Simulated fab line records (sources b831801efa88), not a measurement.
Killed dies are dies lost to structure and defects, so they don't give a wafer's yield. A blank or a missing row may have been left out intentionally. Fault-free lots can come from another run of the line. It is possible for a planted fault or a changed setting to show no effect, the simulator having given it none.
The tool behind it: which one? ; flow sky130 ; 9 lots, 27 wafers sampled, at 3 steps of a route of 708

== WHAT EACH GAUGE READ, for each wafer ==
SKY_METAL5_RS_MEAS_05: measures by four-point-probe.
lot;measured;on;METAL5_ALCU_RS (ohm/sq)
L436;day 43 08:56;film_metro-03;0.0271 0.0269 0.0268
L437;day 43 13:23;film_metro-03;0.0270 0.0267 0.0270
L439;day 43 21:02;film_metro-04;0.0316 0.0317 0.0322
L441;day 44 17:01;film_metro-04;0.0326 0.0320 0.0325
L442;day 44 18:17;film_metro-04;0.0321 0.0320 0.0323
L444;day 45 05:08;film_metro-02;0.0268 0.0269 0.0273
L448;day 46 13:26;film_metro-04;0.0274 0.0268 0.0273
L454;day 48 05:21;film_metro-03;0.0275 0.0275 0.0276
L455;day 48 07:33;film_metro-03;0.0276 0.0272 0.0275

== WHICH TOOL RAN EACH LOT (tool, then ch and the chambers of the sampled wafers, then the start) ==
lot;SKY_METAL3_STRIP_19;SKY_METAL5_SPUTTER_02
L436;plasma_asher-03 ch 0, day 39 02:40;pvd_sputter-03, day 43 08:49
L437;plasma_asher-04 ch 0,1, day 39 07:20;pvd_sputter-03, day 43 13:15
L439;plasma_asher-03 ch 0,1, day 39 15:30;pvd_sputter-03, day 43 20:55
L441;plasma_asher-02 ch 0,1, day 40 12:56;pvd_sputter-03, day 44 16:52
L442;plasma_asher-02 ch 0,1, day 40 13:23;pvd_sputter-03, day 44 18:10
L444;plasma_asher-02 ch 0,1, day 41 04:55;pvd_sputter-02, day 45 05:01
L448;plasma_asher-02 ch 0,1, day 42 15:18;pvd_sputter-04, day 46 13:19
L454;plasma_asher-03 ch 0,1, day 44 13:54;pvd_sputter-04, day 48 05:14
L455;plasma_asher-02 ch 0,1, day 44 14:17;pvd_sputter-03, day 48 07:23
- SKY_METAL3_STRIP_19: strips in O2/N2.
- SKY_METAL5_SPUTTER_02: material AlCu, target thk 1150 nm, time 61.2 s.

== THE ANSWER, worked out from the rows above alone ==
Rule: usual is defined by the lots themselves. Put in order of their means at a reading, lots are off if they are a third of the lots or fewer, leave a main group of 4 or more, and stand apart from it by a gap of 3 or more times the standard deviation of the main group's means; of several such gaps the widest counts. A main group whose means are all the same, to the digits that the tables above print for the reading, isn't used. Also off: a lot with no number at a reading for which 4 or more lots have one. Where the step has rows for the other lots, those lots are counted as sound.
Off: L439, L441, L442, seen at SKY_METAL5_RS_MEAS_05 (METAL5_ALCU_RS). For the main group the mean is 0.0272 ohm/sq and the standard deviation 0.00024.
A tool fits if, at a process step before that reading, it ran every lot that is off, and no sound lot after the first of them. The gauges at SKY_METAL5_RS_MEAS_05 are tried like those tools. No candidate that was tried fits.

== WHAT THE SIMULATOR HAD PUT IN ==
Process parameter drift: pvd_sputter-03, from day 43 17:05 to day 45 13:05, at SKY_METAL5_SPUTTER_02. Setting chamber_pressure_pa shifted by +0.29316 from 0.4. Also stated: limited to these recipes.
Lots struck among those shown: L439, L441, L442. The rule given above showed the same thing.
